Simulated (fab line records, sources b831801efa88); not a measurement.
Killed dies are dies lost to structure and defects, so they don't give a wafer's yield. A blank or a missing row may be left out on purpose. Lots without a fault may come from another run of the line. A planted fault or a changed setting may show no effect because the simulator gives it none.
A struck lot beside a sound one | flow gf180mcu | 15 steps out of a route of 602
Sound: wafers L594.4, L594.5, L594.6. Struck: wafers L603.4, L603.5, L603.6. The cause comes at the end.
At each step with rows: each side's tool, then ch and its chambers, then its first start. Under that, the readings that differ: sound wafers | struck wafers | difference of the means | sigmas: that difference in standard deviations of wafers without a fault.
alike: readings whose means differ by less than 2 such deviations, and words and numbers that are the same on both sides. not compared: withheld readings, readings that some wafer has no value for, bounds like >300 that may hide the same value, and numbers for which the record gives no deviation and whose values overlap.
The two part at a step that has a row with sigmas, a row that says differs or no value, or rows on one side only. Numbers that don't overlap but have no deviation are shown without sigmas and don't part them. A reading that every wafer of one side lacks parts them only if that side has two wafers or more.

first, 3 steps without rows for these wafers: GF_CONTACT_CLEAN_19 (cleans in SPM); GF_CONTACT_CLEAN_20 (cleans in DIW); GF_CONTACT_CLEAN_21 (cleans in dHF, time 20 s).
GF_CONTACT_SPUTTER_22: material Ti, target thk 15 nm, time 80.02 s.
  sound on pvd_sputter-04, day 17 07:19; struck on pvd_sputter-04, day 19 20:37
  alike: throttle_valve_pct
GF_CONTACT_SPUTTER_23: material TiN, target thk 10 nm, time 40 s.
  sound on pvd_sputter-04, day 17 07:23; struck on pvd_sputter-04, day 19 20:41
  alike: throttle_valve_pct
then, 1 step without rows for these wafers: GF_CONTACT_CVD_24 (deposits W, target thk 300 nm, time 90.339 s).
GF_CONTACT_RS_MEAS_25: measures by four-point-probe.
  sound on film_metro-01, day 17 07:49; struck on film_metro-01, day 19 20:53
  alike: CONTACT_W_RS
GF_CONTACT_THK_MEAS_26: measures by xrf.
  sound on film_metro-01, day 17 07:54; struck on film_metro-01, day 19 20:58
  alike: CONTACT_W_THK
GF_CONTACT_CMP_27: polishes, stops on SiO2, t overpolish 15 s, target thk 0 nm.
  sound on cmp-01 ch 0,1,3, day 17 08:05; struck on cmp-01 ch 0,1,3, day 19 21:06
  alike: motor_current_A, overpolish_run_s, slurry_flow_ml_min, time_to_endpoint_s
then, 2 steps without rows for these wafers: GF_M1_SPUTTER_00 (material Ti, target thk 37.5 nm, time 150 s); GF_M1_SPUTTER_01 (material TiN, target thk 30 nm, time 25 s).
GF_M1_SPUTTER_02: material AlCu, target thk 450 nm, time 23.9 s.
  sound on pvd_sputter-02, day 17 08:22; struck on pvd_sputter-01, day 19 21:26
  alike: throttle_valve_pct
GF_M1_SPUTTER_03: material Ti, target thk 10 nm, time 6.7 s.
  sound on pvd_sputter-02, day 17 08:23; struck on pvd_sputter-01, day 19 21:28
  reading                               | sound             | struck            | difference | sigmas
  model.Ti_of_M1_SPUTTER_03.thk_nm (nm) | 10.23 10.06 9.973 | 9.255 9.354 9.653 | -0.667     |
  alike: throttle_valve_pct
GF_M1_SPUTTER_04: material TiN, target thk 50 nm, time 41.7 s.
  sound on pvd_sputter-02, day 17 08:25; struck on pvd_sputter-01, day 19 21:29
  alike: throttle_valve_pct
-- the record jumps here: 12 days lie between the struck wafers' starts before and after (it left off in module M1 and takes up again in module PASSIVATION, whose first step shown is number 602 of the route) --
GF_PASSIVATION_PROBE_99:
  the record has rows for the struck wafers here (prober-01, day 31 23:40) and none for the sound ones

WHERE THEY PART
Only at GF_PASSIVATION_PROBE_99, within this record.

WHY: what the simulator had put in
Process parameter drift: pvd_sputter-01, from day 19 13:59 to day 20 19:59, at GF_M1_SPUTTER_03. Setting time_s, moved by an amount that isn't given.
